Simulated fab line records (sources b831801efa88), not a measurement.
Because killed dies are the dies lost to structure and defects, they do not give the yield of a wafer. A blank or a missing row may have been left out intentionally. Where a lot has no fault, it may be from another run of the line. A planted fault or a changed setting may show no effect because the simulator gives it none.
fab line records | flow sky130
record: lots: 7 | wafers: 21 | lastDay: 50
route steps=708 shown FIELD_ISO@25 NWELL@32 DNWELL@35 PWDE@45
lots with no fault: from the same line, run without faults
startH: the number of hours between the record's first day and the start of the first shown wafer of the lot | waitH: hours from the lot's prior step to this one | " as in the row above | L1.1+2: a single row standing in for several wafers | - either no value or no given start | * or withheld: withheld | < > ~ a bound
route shown NAME@n: NAME is a module with steps in the file, n the number in the route of the first one | usual: average and standard deviation across the fault-free wafers | same: alike in all rows | chamber/n: place in a boat | sites: per-site readings | _std_site: how widely they spread, as a standard deviation | _edge_site: the outer-site mean with the inner-site mean subtracted | radiusMm: for every site, how far away it sits from the centre of the wafer | mask NAME#n: copy n | behind: the tool/chamber that last shaped the wafer | hold: reason for holding the lot/hours on hold/outcome of the hold | device: the n, p or np transistor that did not switch | end of line: the tests these same wafers got at the end of their route | a step given without rows: its recipe and nothing more | killed: count of dies lost to structure and defects at first sort (not the wafer's yield) | map: per-die view of a wafer (x killed, . not killed, _ where there is no die)
set.NAME: the run value of the setting; set.NAME@STEP: its run value at that earlier step | model.NAME: the simulator's own value behind a step, which no gauge read
lots seen at some steps along the route; tables by step, rows by wafer
services: from which hour (startH, from the record's first day; less than 0 if before it) a tool's chamber was out of use, for how many hours, and why
== steps ==
step: SKY_FIELD_ISO_CVD_24
recipe: material: SiO2 | targetThkNm: 595 | tempC: 650 | sigmaOpenFrac: 0.3 | timeS: 99.2 | sih4FlowSccm: 60 | pressureMtorr: 6
step: SKY_FIELD_ISO_THK_MEAS_25
recipe: reads: SiO2_of_FIELD_ISO_CVD_24
usual: FIELD_ISO_CVD_24_THK: 596/8.2
lot.wafer | tool         | chamber | startH | waitH | FIELD_ISO_CVD_24_THK[nm]
L692.2    | filmMetro-04 | -       | 37.84  | 0.0   | 612
L692.4    | "            | -       | "      | "     | 615
L692.5    | "            | -       | "      | "     | 606
L696.2    | filmMetro-04 | -       | 58.62  | 0.0   | 606
L696.5    | "            | -       | "      | "     | 588
L696.6    | "            | -       | "      | "     | 601
L697.2    | filmMetro-04 | -       | 62.55  | 0.0   | 596
L697.3    | "            | -       | "      | "     | 592
L697.6    | "            | -       | "      | "     | 590
L698.4    | filmMetro-01 | -       | 70.28  | 0.0   | 580
L698.5    | "            | -       | "      | "     | 590
L698.6    | "            | -       | "      | "     | 594
L706.4    | filmMetro-02 | -       | 116.35 | 0.0   | 597
L706.5    | "            | -       | "      | "     | 600
L706.6    | "            | -       | "      | "     | 607
L707.1    | filmMetro-01 | -       | 117.49 | 0.0   | 596
L707.3    | "            | -       | "      | "     | 604
L707.5    | "            | -       | "      | "     | 606
L714.2    | filmMetro-02 | -       | 155.88 | 0.0   | 591
L714.3    | "            | -       | "      | "     | 612
L714.6    | "            | -       | "      | "     | 597
step: SKY_FIELD_ISO_ANNEAL_26
recipe: tempC: 1000 | timeS: 1800 | ambient: N2
step: SKY_FIELD_ISO_CMP_27
recipe: stopOn: Si3N4 | tOverpolishS: 16 | downForcePsi: 4 | platenRpm: 60 | targetThkNm: 457.8 | padVelocityMS: 0.94248
usual: edgeZonePressureFrac: 0.999/0.0051 | headPressurePsi: 3.999/0.0085 | motorCurrentA: 12.0/1 | overpolishRunS: 16.000/0.0094 | slurryFilterDpKPa: 13.51/0.13 | timeToEndpointS: 111/4.1
lot.wafer | tool   | chamber | startH | waitH | edgeZonePressureFrac | headPressurePsi | motorCurrentA | overpolishRunS | slurryFilterDpKPa | timeToEndpointS
L692.2    | cmp-02 | 0       | 40.90  | 0.3   | 0.995                | 3.998           | 10.5          | 16.002         | 13.34             | 118
L692.4    | "      | 1       | "      | "     | 1.000                | 4.014           | 12.6          | 16.011         | 13.70             | 117
L692.5    | "      | 0       | "      | "     | 1.001                | 4.000           | 10.9          | 16.014         | 13.68             | 114
L696.2    | cmp-02 | 3       | 60.49  | 0.1   | 0.995                | 4.022           | 12.2          | 15.981         | 13.45             | 110
L696.6    | "      | 1       | "      | "     | 1.001                | 4.004           | 12.6          | 16.002         | 13.68             | 113
L696.5    | "      | 2       | "      | "     | 1.000                | 4.014           | 11.2          | 16.007         | 13.60             | 105
L697.3    | cmp-01 | 3       | 64.85  | 0.1   | 0.995                | 3.994           | 11.6          | 15.999         | 13.62             | 112
L697.2    | "      | 0       | "      | "     | 1.001                | 3.994           | 13.6          | 16.001         | 13.48             | 115
L697.6    | "      | 3       | "      | "     | 0.994                | 3.988           | 11.2          | 16.010         | 13.55             | 114
L698.4    | cmp-02 | 0       | 71.91  | 0.1   | 0.999                | 3.989           | 10.9          | 15.990         | 13.53             | 112
L698.5    | "      | 2       | "      | "     | 1.002                | 3.998           | 11.5          | 15.999         | 13.75             | 113
L698.6    | "      | 3       | "      | "     | 1.001                | 4.001           | 11.9          | 15.996         | 13.50             | 117
L706.4    | cmp-01 | 2       | 118.18 | 0.1   | 1.007                | 4.002           | 13.2          | 15.999         | 13.09             | 113
L706.6    | "      | 1       | "      | "     | 0.990                | 4.005           | 11.2          | 15.998         | 13.46             | 121
L706.5    | "      | 2       | "      | "     | 1.003                | 3.990           | 13.7          | 15.993         | 13.37             | 112
L707.3    | cmp-01 | 2       | 119.73 | 0.1   | 0.995                | 4.001           | 13.3          | 15.999         | 13.56             | 106
L707.1    | "      | 3       | "      | "     | 0.996                | 4.001           | 12.2          | 16.011         | 13.47             | 111
L707.5    | "      | 0       | "      | "     | 0.997                | 3.997           | 13.7          | 16.004         | 13.44             | 113
L714.3    | cmp-02 | 3       | 158.80 | 0.1   | 0.998                | 3.991           | 11.5          | 15.984         | 13.35             | 118
L714.2    | "      | 1       | "      | "     | 1.004                | 4.004           | 12.5          | 15.987         | 13.72             | 111
L714.6    | "      | 2       | "      | "     | 1.004                | 3.991           | 11.1          | 16.004         | 13.44             | 107
step: SKY_FIELD_ISO_WET_ETCH_28
recipe: chemistry: dHF | targetDepthNm: 23.7 | target: SiO2 | dilution: 10:1 | tempC: 25 | timeS: 47
step: SKY_FIELD_ISO_WET_ETCH_29
recipe: chemistry: H3PO4 | targetDepthNm: 160 | target: Si3N4 | tempC: 160 | timeS: 1825
step: SKY_FIELD_ISO_WET_ETCH_30
recipe: chemistry: dHF | targetDepthNm: 25 | target: SiO2 | dilution: 10:1 | tempC: 25 | timeS: 50
step: SKY_NWELL_CLEAN_00
recipe: chemistry: SC1/SC2 | mix: 1:4:20 | tempC: 70 | timeS: 150 | dry: n2Spin
step: SKY_NWELL_OXIDATION_01
recipe: tempC: 900 | ambient: O2 | stabiliseS: 600 | purgeS: 300 | targetThkA: 100 | oxTimeS: 1418
step: SKY_NWELL_THK_MEAS_02
recipe: reads: SiO2_of_NWELL_OXIDATION_01
usual: NWELL_OXIDATION_THK: 9.96/0.19
lot.wafer | tool         | chamber | startH | waitH | NWELL_OXIDATION_THK[nm]
L692.2    | filmMetro-01 | -       | 43.17  | 0.0   | 9.85
L692.4    | "            | -       | "      | "     | 9.64
L692.5    | "            | -       | "      | "     | 9.87
L696.2    | filmMetro-03 | -       | 63.31  | 0.0   | 10.06
L696.5    | "            | -       | "      | "     | 10.05
L696.6    | "            | -       | "      | "     | 10.11
L697.2    | filmMetro-01 | -       | 68.95  | 0.0   | 9.92
L697.3    | "            | -       | "      | "     | 9.73
L697.6    | "            | -       | "      | "     | 9.83
L698.4    | filmMetro-01 | -       | 77.17  | 0.0   | 10.28
L698.5    | "            | -       | "      | "     | 10.22
L698.6    | "            | -       | "      | "     | 10.18
L706.4    | filmMetro-03 | -       | 120.49 | 0.0   | 9.70
L706.5    | "            | -       | "      | "     | 9.79
L706.6    | "            | -       | "      | "     | 9.85
L707.1    | filmMetro-03 | -       | 122.54 | 0.0   | 10.14
L707.3    | "            | -       | "      | "     | 10.03
L707.5    | "            | -       | "      | "     | 10.17
L714.2    | filmMetro-01 | -       | 163.06 | 0.0   | 10.19
L714.3    | "            | -       | "      | "     | 10.17
L714.6    | "            | -       | "      | "     | 10.11
step: SKY_DNWELL_DEHYDRATE_00
recipe: tempC: 200 | timeS: 60
step: SKY_DNWELL_HMDS_01
recipe: primeTimeS: 60 | primeTempC: 120
step: SKY_DNWELL_COAT_02
recipe: spinRpm: 2000 | resistThkNm: 3000
usual: chillPlateTempC: 22.98/0.11 | dispensePressureKPa: 46/3.5
lot.wafer | tool          | chamber | startH | waitH | chillPlateTempC | dispensePressureKPa
L692.2    | lithoTrack-04 | 0       | 51.65  | 0.1   | 22.98           | 46
L692.4    | "             | 0       | "      | "     | 22.75           | 46
L692.5    | "             | 0       | "      | "     | 22.93           | 46
L696.2    | lithoTrack-01 | -       | 71.57  | 0.1   | -               | -
L696.5    | "             | -       | "      | "     | -               | -
L696.6    | "             | -       | "      | "     | -               | -
L697.2    | lithoTrack-04 | -       | 76.95  | 0.1   | -               | -
L697.3    | "             | -       | "      | "     | -               | -
L697.6    | "             | -       | "      | "     | -               | -
L698.4    | lithoTrack-04 | -       | 86.10  | 0.1   | -               | -
L698.5    | "             | -       | "      | "     | -               | -
L698.6    | "             | -       | "      | "     | -               | -
L706.4    | lithoTrack-04 | 0       | 129.90 | 0.1   | 23.03           | 46
L706.5    | "             | 0       | "      | "     | 23.09           | 46
L706.6    | "             | 0       | "      | "     | 22.99           | 46
L707.1    | lithoTrack-02 | 0       | 132.05 | 0.1   | 22.87           | 43
L707.3    | "             | 0       | "      | "     | 23.02           | 42
L707.5    | "             | 0       | "      | "     | 22.90           | 43
L714.2    | lithoTrack-02 | 0       | 173.03 | 0.1   | 22.99           | 42
L714.3    | "             | 0       | "      | "     | 22.80           | 43
L714.6    | "             | 0       | "      | "     | 22.88           | 43
step: SKY_DNWELL_SOFTBAKE_03
recipe: tempC: 110 | timeS: withheld
step: SKY_DNWELL_EXPOSE_04
recipe: maskId: DNM | na: 0.57 | targetCdNm: 3000 | doseMj: 222
step: SKY_DNWELL_PEB_05
recipe: tempC: 115 | timeS: withheld
step: SKY_DNWELL_DEVELOP_06
recipe: wallAngleDeg: 90 | developer: TMAH | developTimeS: 60 | devTempC: 23
step: SKY_DNWELL_IMPLANT_07
recipe: species: P | energyKev: withheld | doseCm2: withheld | tiltDeg: withheld
step: SKY_DNWELL_STRIP_08
recipe: chemistry: O2/N2 | powerW: 1400 | pressureMtorr: 1500 | platenTempC: withheld | o2FlowSccm: 3000 | n2FlowSccm: 300 | overashFraction: 0.5
usual: drypumpMotorCurrentA: 5.7/0.51 | oesProductAu: 0.722/0.0044 | stripTimeToEndpointS: 36.94/0.11
lot.wafer | tool           | chamber | startH | waitH | drypumpMotorCurrentA | oesProductAu | rfHoursCounterH | stripTimeToEndpointS
L692.2    | plasmaAsher-04 | 1       | 60.14  | 0.1   | 4.9                  | 0.728        | 25              | 36.89
L692.4    | "              | 0       | "      | "     | 6.1                  | 0.722        | -               | 36.90
L692.5    | "              | 0       | "      | "     | 6.1                  | 0.716        | -               | 36.88
L696.2    | plasmaAsher-04 | 1       | 80.47  | 0.1   | 4.9                  | -            | 27              | -
L696.5    | "              | 0       | "      | "     | 6.1                  | -            | -               | -
L696.6    | "              | 1       | "      | "     | 4.9                  | -            | -               | -
L697.2    | plasmaAsher-02 | 1       | 86.25  | 0.1   | 6.2                  | -            | 40              | -
L697.3    | "              | 1       | "      | "     | 6.1                  | -            | -               | -
L697.6    | "              | 1       | "      | "     | 6.2                  | -            | -               | -
L698.4    | plasmaAsher-04 | 1       | 95.23  | 0.1   | 4.9                  | -            | -               | -
L698.5    | "              | 0       | "      | "     | 6.1                  | -            | -               | -
L698.6    | "              | 1       | "      | "     | 4.9                  | -            | -               | -
L706.4    | plasmaAsher-03 | 1       | 139.35 | 0.1   | 5.9                  | 0.717        | -               | 36.96
L706.5    | "              | 1       | "      | "     | 5.9                  | 0.729        | -               | 37.13
L706.6    | "              | 0       | "      | "     | 6.1                  | 0.722        | -               | 36.96
L707.1    | plasmaAsher-02 | 1       | 141.97 | 0.1   | 6.1                  | 0.725        | 46              | 36.93
L707.3    | "              | 0       | "      | "     | 5.1                  | 0.721        | -               | 36.83
L707.5    | "              | 0       | "      | "     | 5.1                  | 0.721        | -               | 36.87
L714.2    | plasmaAsher-03 | 1       | 183.54 | 0.1   | 5.9                  | 0.714        | 46              | 36.89
L714.3    | "              | 1       | "      | "     | 5.8                  | 0.718        | -               | 37.00
L714.6    | "              | 1       | "      | "     | 5.9                  | 0.733        | -               | 37.06
step: SKY_DNWELL_TW_MEAS_09
usual: DNWELL_TW: 1112/6.9
lot.wafer | tool         | chamber | startH | waitH | DNWELL_TW
L692.2    | filmMetro-02 | -       | 60.25  | 0.1   | 1124
L692.4    | "            | -       | "      | "     | 1105
L692.5    | "            | -       | "      | "     | 1115
L696.2    | filmMetro-03 | -       | 80.58  | 0.1   | 1120
L696.5    | "            | -       | "      | "     | 1114
L696.6    | "            | -       | "      | "     | 1118
L697.2    | filmMetro-03 | -       | 86.36  | 0.1   | 1112
L697.3    | "            | -       | "      | "     | 1104
L697.6    | "            | -       | "      | "     | 1111
L698.4    | filmMetro-03 | -       | 95.32  | 0.1   | 1120
L698.5    | "            | -       | "      | "     | 1121
L698.6    | "            | -       | "      | "     | 1119
L706.4    | filmMetro-03 | -       | 139.45 | 0.1   | 1113
L706.5    | "            | -       | "      | "     | 1114
L706.6    | "            | -       | "      | "     | 1112
L707.1    | filmMetro-02 | -       | 142.07 | 0.1   | 1107
L707.3    | "            | -       | "      | "     | 1102
L707.5    | "            | -       | "      | "     | 1109
L714.2    | filmMetro-01 | -       | 183.65 | 0.1   | 1117
L714.3    | "            | -       | "      | "     | 1118
L714.6    | "            | -       | "      | "     | 1117
step: SKY_PWDE_DEHYDRATE_00
recipe: tempC: 200 | timeS: 60
step: SKY_PWDE_HMDS_01
recipe: primeTimeS: 60 | primeTempC: 120
step: SKY_PWDE_COAT_02
recipe: spinRpm: 2000 | resistThkNm: 3000
step: SKY_PWDE_SOFTBAKE_03
recipe: tempC: 110 | timeS: withheld
step: SKY_PWDE_EXPOSE_04
recipe: maskId: PWDEM | na: 0.6 | sourceShape: conventional | sigmaOuter: 0.6 | polarization: unpolarized | targetCdNm: 840 | doseMj: 214
step: SKY_PWDE_PEB_05
recipe: tempC: 115 | timeS: withheld
step: SKY_PWDE_DEVELOP_06
recipe: wallAngleDeg: 90 | developer: TMAH | developTimeS: 60 | devTempC: 23
step: SKY_PWDE_OVL_MEAS_07
usual: PWDE_OVL: 0.4/1.2
lot.wafer | tool       | chamber | startH | waitH | PWDE_OVL[nm]
L692.2    | overlay-02 | -       | 77.58  | -     | 1.6
L692.4    | "          | -       | "      | "     | 1.6
L692.5    | "          | -       | "      | "     | 0.9
L696.2    | overlay-01 | -       | 97.50  | -     | 1.2
L696.5    | "          | -       | "      | "     | 2.9
L696.6    | "          | -       | "      | "     | 0.5
L697.2    | overlay-02 | -       | 103.08 | -     | 3.3
L697.3    | "          | -       | "      | "     | 1.7
L697.6    | "          | -       | "      | "     | 2.0
L698.4    | overlay-02 | -       | 112.59 | -     | 3.2
L698.5    | "          | -       | "      | "     | 1.3
L698.6    | "          | -       | "      | "     | 1.4
L706.4    | overlay-02 | -       | 158.76 | -     | 0.2
L706.5    | "          | -       | "      | "     | -0.1
L706.6    | "          | -       | "      | "     | -0.4
L707.1    | overlay-02 | -       | 161.94 | -     | -0.7
L707.3    | "          | -       | "      | "     | 0.1
L707.5    | "          | -       | "      | "     | -0.6
L714.2    | overlay-02 | -       | 205.25 | -     | 0.9
L714.3    | "          | -       | "      | "     | -0.1
L714.6    | "          | -       | "      | "     | 1.4
step: SKY_PWDE_IMPLANT_08
recipe: species: B | energyKev: 150 | doseCm2: 3.6e+12 | tiltDeg: withheld
step: SKY_PWDE_STRIP_09
recipe: chemistry: O2/N2 | powerW: 1400 | pressureMtorr: 1500 | platenTempC: withheld | o2FlowSccm: 3000 | n2FlowSccm: 300 | overashFraction: 0.5
usual: drypumpMotorCurrentA: 5.7/0.4 | oesProductAu: 0.722/0.0049 | stripTimeToEndpointS: 36.92/0.089
lot.wafer | tool           | chamber | startH | waitH | drypumpMotorCurrentA | oesProductAu | rfHoursCounterH | stripTimeToEndpointS
L692.2    | plasmaAsher-03 | 0       | 77.76  | 0.1   | 6.0                  | 0.730        | 37              | 36.96
L692.4    | "              | 0       | "      | "     | 6.0                  | 0.725        | -               | 36.95
L692.5    | "              | 1       | "      | "     | 5.8                  | 0.725        | -               | 36.94
L696.2    | plasmaAsher-04 | 1       | 97.68  | 0.1   | 4.9                  | 0.725        | 29              | 36.85
L696.5    | "              | 1       | "      | "     | 4.9                  | 0.724        | -               | 36.85
L696.6    | "              | 0       | "      | "     | 6.1                  | 0.715        | -               | 36.89
L697.2    | plasmaAsher-04 | 1       | 103.26 | 0.1   | 4.9                  | 0.725        | 29              | 36.85
L697.3    | "              | 1       | "      | "     | 4.9                  | 0.723        | -               | 36.92
L697.6    | "              | 1       | "      | "     | 4.9                  | 0.708        | -               | 36.87
L698.4    | plasmaAsher-03 | 1       | 112.79 | 0.1   | 5.8                  | 0.728        | -               | 36.97
L698.5    | "              | 1       | "      | "     | 5.9                  | 0.729        | -               | 36.94
L698.6    | "              | 0       | "      | "     | 6.1                  | 0.730        | -               | 36.99
L706.4    | plasmaAsher-01 | 1       | 158.96 | 0.1   | 5.5                  | 0.728        | -               | 37.06
L706.5    | "              | 1       | "      | "     | 5.5                  | 0.722        | -               | 37.03
L706.6    | "              | 0       | "      | "     | 6.0                  | 0.714        | -               | 37.05
L707.1    | plasmaAsher-04 | 0       | 162.13 | 0.1   | 6.1                  | 0.720        | 35              | 36.94
L707.3    | "              | 0       | "      | "     | 6.1                  | 0.715        | -               | 36.87
L707.5    | "              | 0       | "      | "     | 6.1                  | 0.730        | -               | 36.89
L714.2    | plasmaAsher-03 | 1       | 205.43 | 0.1   | 5.9                  | 0.723        | 48              | 36.75
L714.3    | "              | 1       | "      | "     | 5.8                  | 0.729        | -               | 36.82
L714.6    | "              | 1       | "      | "     | 5.9                  | 0.725        | -               | 36.91
step: SKY_PWDE_TW_MEAS_10
usual: PWDE_TW: 373.2/2
lot.wafer | tool         | chamber | startH | waitH | PWDE_TW
L692.2    | filmMetro-03 | -       | 77.87  | 0.1   | 375.2
L692.4    | "            | -       | "      | "     | 375.5
L692.5    | "            | -       | "      | "     | 372.7
L696.2    | filmMetro-01 | -       | 97.79  | 0.1   | 1128.3
L696.5    | "            | -       | "      | "     | 1132.2
L696.6    | "            | -       | "      | "     | 1136.3
L697.2    | filmMetro-03 | -       | 103.37 | 0.1   | 1110.5
L697.3    | "            | -       | "      | "     | 1113.4
L697.6    | "            | -       | "      | "     | 1115.5
L698.4    | filmMetro-03 | -       | 112.89 | 0.1   | 1130.0
L698.5    | "            | -       | "      | "     | 1129.1
L698.6    | "            | -       | "      | "     | 1124.0
L706.4    | filmMetro-03 | -       | 159.06 | 0.1   | 374.8
L706.5    | "            | -       | "      | "     | 375.0
L706.6    | "            | -       | "      | "     | 376.2
L707.1    | filmMetro-02 | -       | 162.23 | 0.1   | 369.7
L707.3    | "            | -       | "      | "     | 370.4
L707.5    | "            | -       | "      | "     | 371.6
L714.2    | filmMetro-02 | -       | 205.54 | 0.1   | 370.2
L714.3    | "            | -       | "      | "     | 368.2
L714.6    | "            | -       | "      | "     | 371.4
step: SKY_NWELL_DEHYDRATE_03
recipe: tempC: 200 | timeS: 60
step: SKY_NWELL_HMDS_04
recipe: primeTimeS: 60 | primeTempC: 120
step: SKY_NWELL_COAT_05
recipe: spinRpm: 2000 | resistThkNm: 3000
step: SKY_NWELL_SOFTBAKE_06
recipe: tempC: 110 | timeS: withheld
step: SKY_NWELL_EXPOSE_07
recipe: maskId: NWM | na: 0.6 | sourceShape: conventional | sigmaOuter: 0.6 | polarization: unpolarized | targetCdNm: 840 | doseMj: 255
step: SKY_NWELL_PEB_08
recipe: tempC: 115 | timeS: withheld
step: SKY_NWELL_DEVELOP_09
recipe: wallAngleDeg: 90 | developer: TMAH | developTimeS: 60 | devTempC: 23
step: SKY_NWELL_OVL_MEAS_10
usual: NWELL_00_OVL: 0.6/1.3
lot.wafer | tool       | chamber | startH | waitH | NWELL_00_OVL[nm]
L692.2    | overlay-02 | -       | 94.70  | -     | 1.1
L692.4    | "          | -       | "      | "     | -1.7
L692.5    | "          | -       | "      | "     | 1.2
L696.2    | overlay-02 | -       | 115.80 | -     | 1.0
L696.5    | "          | -       | "      | "     | 0.3
L696.6    | "          | -       | "      | "     | 0.7
L697.2    | overlay-01 | -       | 121.68 | -     | 3.5
L697.3    | "          | -       | "      | "     | 2.0
L697.6    | "          | -       | "      | "     | 2.2
L698.4    | overlay-01 | -       | 132.11 | -     | 1.3
L698.5    | "          | -       | "      | "     | 3.0
L698.6    | "          | -       | "      | "     | 2.0
L706.4    | overlay-01 | -       | 178.86 | -     | -0.7
L706.5    | "          | -       | "      | "     | 0.0
L706.6    | "          | -       | "      | "     | 0.3
L707.1    | overlay-01 | -       | 182.27 | -     | 2.1
L707.3    | "          | -       | "      | "     | 1.3
L707.5    | "          | -       | "      | "     | 0.4
L714.2    | overlay-02 | -       | 227.75 | -     | 0.3
L714.3    | "          | -       | "      | "     | 1.1
L714.6    | "          | -       | "      | "     | 4.0
step: SKY_NWELL_IMPLANT_11
recipe: species: P | energyKev: 400 | doseCm2: 1.9e+13 | tiltDeg: withheld
step: SKY_NWELL_IMPLANT_12
recipe: species: P | energyKev: 120 | doseCm2: 1.3e+12 | tiltDeg: withheld
step: SKY_NWELL_IMPLANT_13
recipe: species: P | energyKev: 50 | doseCm2: 7e+11 | tiltDeg: withheld
step: SKY_NWELL_TW_MEAS_15
usual: NWELL_TW: 1819/10
lot.wafer | tool         | chamber | startH | waitH | NWELL_TW
L692.2    | filmMetro-02 | -       | 95.29  | 0.1   | 1802
L692.4    | "            | -       | "      | "     | 1798
L692.5    | "            | -       | "      | "     | 1800
L696.2    | filmMetro-03 | -       | 116.39 | 0.1   | 1936
L696.5    | "            | -       | "      | "     | 1937
L696.6    | "            | -       | "      | "     | 1936
L697.2    | filmMetro-02 | -       | 122.27 | 0.1   | 1923
L697.3    | "            | -       | "      | "     | 1934
L697.6    | "            | -       | "      | "     | 1929
L698.4    | filmMetro-02 | -       | 132.71 | 0.1   | 1923
L698.5    | "            | -       | "      | "     | 1923
L698.6    | "            | -       | "      | "     | 1925
L706.4    | filmMetro-01 | -       | 179.46 | 0.1   | 1820
L706.5    | "            | -       | "      | "     | 1836
L706.6    | "            | -       | "      | "     | 1825
L707.1    | filmMetro-03 | -       | 182.86 | 0.1   | 1801
L707.3    | "            | -       | "      | "     | 1796
L707.5    | "            | -       | "      | "     | 1805
L714.2    | filmMetro-01 | -       | 228.34 | 0.1   | 1815
L714.3    | "            | -       | "      | "     | 1815
L714.6    | "            | -       | "      | "     | 1825
step: SKY_NWELL_TW_MEAS_26
usual: NWELL_2_TW: 496.1/2.3
lot.wafer | tool         | chamber | startH | waitH | NWELL_2_TW
L692.2    | filmMetro-02 | -       | 113.22 | 0.1   | 496.6
L692.4    | "            | -       | "      | "     | 494.4
L692.5    | "            | -       | "      | "     | 496.4
L696.2    | filmMetro-01 | -       | 135.34 | 0.1   | 1137.7
L696.5    | "            | -       | "      | "     | 1144.3
L696.6    | "            | -       | "      | "     | 1139.5
L697.2    | filmMetro-02 | -       | 141.25 | 0.1   | 1129.4
L697.3    | "            | -       | "      | "     | 1129.2
L697.6    | "            | -       | "      | "     | 1132.0
L698.4    | filmMetro-01 | -       | 152.71 | 0.1   | 1144.3
L698.5    | "            | -       | "      | "     | 1142.3
L698.6    | "            | -       | "      | "     | 1147.4
L706.4    | filmMetro-01 | -       | 201.46 | 0.1   | 500.0
L706.5    | "            | -       | "      | "     | 497.6
L706.6    | "            | -       | "      | "     | 499.6
L707.1    | filmMetro-03 | -       | 204.56 | 0.1   | 495.1
L707.3    | "            | -       | "      | "     | 495.1
L707.5    | "            | -       | "      | "     | 495.8
L714.2    | filmMetro-01 | -       | 251.90 | 0.1   | 495.6
L714.3    | "            | -       | "      | "     | 496.2
L714.6    | "            | -       | "      | "     | 496.8
== services ==
tool           | chamber | startH | hours | kind
cmp-01         | -       | 17.93  | 1.7   | repair
cmp-01         | -       | 24.31  | 2.2   | repair
cmp-01         | -       | 34.67  | 13.3  | pm
cmp-02         | -       | 64.00  | 4.0   | pm
plasmaAsher-03 | -       | 66.70  | 6.9   | repair
cmp-02         | -       | 68.00  | -     | consumableReplace:conditioner
cmp-02         | -       | 68.00  | -     | consumableReplace:pad
plasmaAsher-04 | -       | 77.61  | 2.8   | pm
plasmaAsher-01 | -       | 108.75 | 9.0   | pm
plasmaAsher-01 | 0       | 108.75 | 9.0   | ventCycle
plasmaAsher-01 | 1       | 108.75 | 9.0   | ventCycle
plasmaAsher-01 | 0       | 117.75 | -     | clean
plasmaAsher-01 | 1       | 117.75 | -     | clean
cmp-02         | -       | 135.52 | 3.7   | repair
plasmaAsher-03 | -       | 158.96 | 5.2   | repair
cmp-01         | -       | 161.96 | 3.0   | pm
cmp-01         | -       | 165.78 | 1.6   | repair
plasmaAsher-03 | -       | 168.04 | 2.3   | repair
plasmaAsher-03 | -       | 171.45 | 10.7  | repair
plasmaAsher-04 | -       | 177.59 | 1.6   | repair
plasmaAsher-02 | -       | 185.11 | 2.8   | pm
plasmaAsher-01 | -       | 205.00 | 3.7   | repair
== key ==
firstSign: step: SKY_DNWELL_COAT_02 | reading: toolRecord | direction: missing
effect: step: SKY_PWDE_TW_MEAS_10 | reading: PWDE_TW | direction: up | sigmas: 99+ | usual: 373.2 | struck: 1124.3
effect: step: SKY_NWELL_TW_MEAS_15 | reading: NWELL_TW | direction: up | sigmas: 11 | usual: 1819 | struck: 1930
effect: step: SKY_NWELL_TW_MEAS_26 | reading: NWELL_2_TW | direction: up | sigmas: 99+ | usual: 496.1 | struck: 1138.5
metAt SKY_DNWELL_COAT_02
struckWafers L696.2,L696.5,L696.6,L697.2,L697.3,L697.6,L698.4,L698.5,L698.6
sortLeftOut L696.2,L696.5,L696.6,L697.2,L697.3,L697.6,L698.4,L698.5,L698.6
testerLeftOut L696,L697,L698
onsetBetween 51.65 71.57
fault: kind: skippedStepWhole | tool: lithoTrack-01,lithoTrack-04 | chamber: - | onsetH: 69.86 | steps: SKY_DNWELL_COAT_02 | scope: struckLotsOnly
testerLeftOut: of these lots the tester's yield and bins aren't shown, on N5 and GAA mostly nor the transistor test; their killed dies are dies lost to structure and defects alone, not to doping, threshold or leakage, so they don't give the yield
sortLeftOut: the simulated sort isn't trusted on such a fault, so these wafers' sort isn't shown, and their yield isn't known
